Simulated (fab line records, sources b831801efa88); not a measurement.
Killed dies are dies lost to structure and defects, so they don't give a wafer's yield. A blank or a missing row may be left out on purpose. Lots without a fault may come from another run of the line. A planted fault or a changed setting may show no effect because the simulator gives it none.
Which tool did it? | flow sky130 | 13 lots, 39 wafers sampled, at 3 steps of a route of 708

WHAT THE GAUGES READ, wafer by wafer
SKY_SPACER_THK_MEAS_01.
lot  | measured     | on            | SPACER_CVD_00_THK (nm)
L581 | day 22 19:02 | film_metro-01 | 43.0 43.0 42.8
L582 | day 23 06:40 | film_metro-01 | 43.0 42.9 43.0
L583 | day 23 22:14 | film_metro-03 | 43.3 43.7 43.6
L586 | day 25 04:26 | film_metro-03 | 43.6 43.8 44.0
L588 | day 25 14:07 | film_metro-03 | 43.3 43.2 43.0
L589 | day 26 03:05 | film_metro-03 | 43.7 43.5 43.7
L591 | day 27 00:52 | film_metro-04 | 43.2 42.9 43.2
L592 | day 27 07:52 | film_metro-04 | 42.8 42.9 43.0
L593 | day 27 10:25 | film_metro-01 | 43.4 43.5 43.2
L595 | day 28 04:01 | film_metro-03 | 42.8 43.2 42.9
L601 | day 30 03:56 | film_metro-01 | 43.7 43.6 43.8
L603 | day 30 12:05 | film_metro-01 | 43.8 43.8 43.6
L604 | day 31 01:52 | film_metro-04 | 43.9 43.6 43.7

SKY_SD_N_TW_MEAS_12.
lot  | measured     | on            | SD_N_TW
L581 | day 27 18:08 | film_metro-04 | 3901 3912 3908
L582 | day 28 03:43 | film_metro-02 | 3973 3944 3965
L583 | day 28 17:45 | film_metro-04 | 3893 3898 3905
L586 | day 29 23:53 | film_metro-03 | 3977 3985 3960
L588 | day 30 08:59 | film_metro-04 | 3921 3912 3942
L589 | day 30 22:11 | film_metro-04 | 3931 3911 3926
L591 | day 31 17:38 | film_metro-03 | 3968 3993 3978
L592 | day 32 01:25 | film_metro-04 | 3922 3891 3922
L593 | day 32 03:17 | film_metro-04 | 3943 3938 3944
L595 | day 32 19:08 | film_metro-04 | 3930 3920 3914
L601 | day 34 17:20 | film_metro-02 | 3927 3904 3933
L603 | day 34 23:58 | film_metro-02 | 3954 3966 3967
L604 | day 35 14:16 | film_metro-04 | 3927 3936 3946

SKY_SD_N_RS_MEAS_18: measures by four-point-probe.
lot  | measured     | on            | RES_XHIGH_RS (ohm/sq)
L581 | day 27 18:40 | film_metro-03 | 334.1 334.1 334.4
L582 | day 28 04:14 | film_metro-04 | 334.2 334.4 333.4
L583 | day 28 18:18 | film_metro-02 | 333.1 333.4 332.6
L586 | day 30 00:25 | film_metro-02 | 334.3 335.4 335.0
L588 | day 30 09:31 | film_metro-03 | 334.9 335.1 334.7
L589 | day 30 22:43 | film_metro-03 | 331.2 332.6 332.1
L591 | day 31 18:10 | film_metro-02 | 330.9 332.7 330.4
L592 | day 32 01:59 | film_metro-04 | 333.2 333.7 334.4
L593 | day 32 03:56 | film_metro-04 | 331.7 332.1 331.6
L595 | day 32 19:41 | film_metro-04 | 334.6 335.2 333.5
L601 | day 34 17:52 | film_metro-04 | 333.3 334.4 333.7
L603 | day 35 00:29 | film_metro-03 | 332.0 331.5 333.1
L604 | day 35 14:47 | film_metro-03 | 335.0 333.6 332.7

WHICH TOOL RAN EACH LOT (tool, then ch and the chambers of the sampled wafers, then the start)
The record holds no process step before these readings.

WHAT THE TOOLS THEMSELVES READ (means of the sampled wafers that have a number; where no wafer has one, the mark that the record gives instead)
The record holds no such reading with a usual standard deviation.

THE ANSWER, worked out from the rows above alone
Rule: what is usual is taken from the lots themselves. Put in order of their means at a reading, lots are off if they are a third of the lots or fewer, leave a main group of 4 or more, and stand apart from it by a gap of 3 or more times the standard deviation of the main group's means; of several such gaps the widest counts. A main group whose means are all the same, to the digits that the tables above print for the reading, isn't used. A lot without any number at a reading at which 4 lots or more have one is off too. The other lots that the step has rows for count as sound. The gauges are gone through in route order, then the tools' own readings, and for those a lot's mean is taken as printed above. The first step at which some lot is off is used, and at that step the reading that is off furthest; a lot without a number counts as furthest.
No lot is off at any reading shown: from this, nothing can be told.

WHAT THE SIMULATOR HAD PUT IN
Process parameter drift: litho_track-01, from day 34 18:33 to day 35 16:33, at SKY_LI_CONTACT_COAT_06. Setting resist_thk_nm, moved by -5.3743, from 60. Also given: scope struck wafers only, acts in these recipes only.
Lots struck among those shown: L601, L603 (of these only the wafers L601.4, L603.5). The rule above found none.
